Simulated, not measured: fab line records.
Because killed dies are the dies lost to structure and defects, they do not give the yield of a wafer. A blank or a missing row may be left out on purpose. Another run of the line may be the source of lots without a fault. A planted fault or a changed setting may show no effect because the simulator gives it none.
Which of the tools did it? || flow gf180mcu || 12 lots, 36 wafers sampled, at 1 step of a route of 602

WHAT THE GAUGES READ, wafer by wafer
GF_V1_BOW_MEAS_05.
{"lot": "L075", "measured": "day 17 14:16", "on": "film-metro-02", "V1_BOW (um)": "88 86 96"}
{"lot": "L077", "measured": "day 18 05:40", "on": "film-metro-04", "V1_BOW (um)": "77 75 82"}
{"lot": "L079", "measured": "day 19 10:25", "on": "film-metro-02", "V1_BOW (um)": "87 84 87"}
{"lot": "L081", "measured": "day 20 05:30", "on": "film-metro-02", "V1_BOW (um)": "77 73 83"}
{"lot": "L083", "measured": "day 20 17:02", "on": "film-metro-01", "V1_BOW (um)": "74 80 83"}
{"lot": "L085", "measured": "day 21 13:40", "on": "film-metro-04", "V1_BOW (um)": "81 82 76"}
{"lot": "L087", "measured": "day 22 02:05", "on": "film-metro-02", "V1_BOW (um)": "87 79 86"}
{"lot": "L089", "measured": "day 23 06:06", "on": "film-metro-04", "V1_BOW (um)": "80 87 92"}
{"lot": "L091", "measured": "day 23 13:03", "on": "film-metro-02", "V1_BOW (um)": "73 72 71"}
{"lot": "L093", "measured": "day 24 05:02", "on": "film-metro-01", "V1_BOW (um)": "87 91 80"}
{"lot": "L095", "measured": "day 24 15:41", "on": "film-metro-04", "V1_BOW (um)": "82 76 75"}
{"lot": "L097", "measured": "day 25 05:12", "on": "film-metro-04", "V1_BOW (um)": "82 79 84"}

EACH LOT AND THE TOOL THAT RAN IT (in order: tool; ch and the chambers of the sampled wafers; start)
Before these readings, the record contains no process step.

THE ANSWER, worked out from the rows above alone
Rule: the usual values come from the lots themselves. Put in order of their means at a reading, lots are off if they are a third of the lots or fewer, leave a main group of 4 or more, and stand apart from it by a gap of 3 or more times the standard deviation of the main group's means; of several such gaps the widest counts. A main group is skipped when, at the precision printed for the reading in the tables above, its means are all equal. Also off: a lot with no number at a reading for which 4 or more lots have one. Any other lot the step has rows for is counted as sound.
Across all readings shown, no lot is off: no conclusion can be drawn from this.

WHAT THE SIMULATOR HAD PUT IN
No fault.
